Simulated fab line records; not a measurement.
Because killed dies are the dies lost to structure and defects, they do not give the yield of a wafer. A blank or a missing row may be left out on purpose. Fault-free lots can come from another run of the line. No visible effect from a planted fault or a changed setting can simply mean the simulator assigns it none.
Problem report in the 8D (eight disciplines) form, filled by code || flow sky130 || the parts of the form that need people (team, actions taken, sign-off) are left out

1. WHAT IS WRONG
At SKY_FIELD_ISO_ETCH_14, run_length_s averages 86.8 s over 6 wafers from 2 lots, while fault-free wafers read 74.3 s, standard deviation 0.4. Relative to the usual mean, that is a shift of +31 standard deviations.
The step: etches BARC in N2/H2, stops on SiO2, time 45.9 s, target depth 60 nm.
Seen first at day 3 23:10 on rie_diel-04, wafer L453.1. The record has a number at this step for 33 wafers belonging to 11 lots. Rule for "out" (also "out of limits"): further than 4 standard deviations from the usual mean. The other wafers with a number count as sound.

2. WHAT IT IS AND WHAT IT IS NOT
{"question": "which readings at this step", "is": "run_length_s, oes_product_au", "is not": "drypump_motor_current_A"}
{"question": "which lots", "is": "L453, L457", "is not": "L446, L447, L448, L459, L460, L462, L463, L467, L468"}
{"question": "which wafers of those lots", "is": "all that have a number", "is not": "-"}
{"question": "read on which tools", "is": "rie_diel-04", "is not": "rie_diel-01, rie_diel-02"}
{"question": "when", "is": "from day 3 23:10", "is not": "up to then (9 sound wafers); but 18 sound wafers of L459, L460, L462, L463, L467, L468 came after"}

3. SUSPECTS, AND WHAT RULES EACH OUT
Counting: a tool stays on the suspect list if, at a process step up to the reading, it processed all lots that are out and no sound lot following the first of them.
- rie_diel-04 at SKY_FIELD_ISO_ETCH_14 (etches BARC in N2/H2, stops on SiO2, time 45.9 s, target depth 60 nm): ruled out as a lasting fault. The sound lots L467, L468 went through it after L453, its earliest lot that is out (day 3 23:10).
Left after counting: nothing in the record.

4. THE CAUSE (what the simulator had put in)
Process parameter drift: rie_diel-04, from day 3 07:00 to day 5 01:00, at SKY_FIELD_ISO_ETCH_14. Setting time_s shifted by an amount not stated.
Counting ruled it out, wrongly.

5. SEQUENCE OF EFFECTS, ordered by route
Rows list readings where the struck wafers' mean (over those with a number) sits beyond 3 standard deviations from the usual. Readings are gone through only where the record gives a usual standard deviation; hours: the median, over the lots, of the time from a lot's start at the first step in this table giving one to that lot's start at this step; sigmas: the change measured in usual standard deviations.
{"hours": 0, "step": "SKY_FIELD_ISO_ETCH_14", "reading": "oes_product_au", "usual": "0.854 a.u.", "on struck wafers": 0.754, "change": -0.100, "sigmas": -21}
{"hours": 0, "step": "SKY_FIELD_ISO_ETCH_14", "reading": "run_length_s", "usual": "74.3 s", "on struck wafers": 86.8, "change": "+12.5", "sigmas": "+31"}
{"hours": 0, "step": "SKY_FIELD_ISO_STRIP_16", "reading": "strip_time_to_endpoint_s", "usual": "3.54 s", "on struck wafers": 3.40, "change": -0.14, "sigmas": -3.6}
Here are the process steps it includes:
- SKY_FIELD_ISO_ETCH_14: etches BARC in N2/H2, stops on SiO2, time 45.9 s, target depth 60 nm.
- SKY_FIELD_ISO_STRIP_16: strips in O2/N2.

6. WHAT WOULD HAVE CAUGHT IT SOONER
16 hours passed between the start of the fault at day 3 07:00 and the first reading out of limits in this record, taken at day 3 23:10.
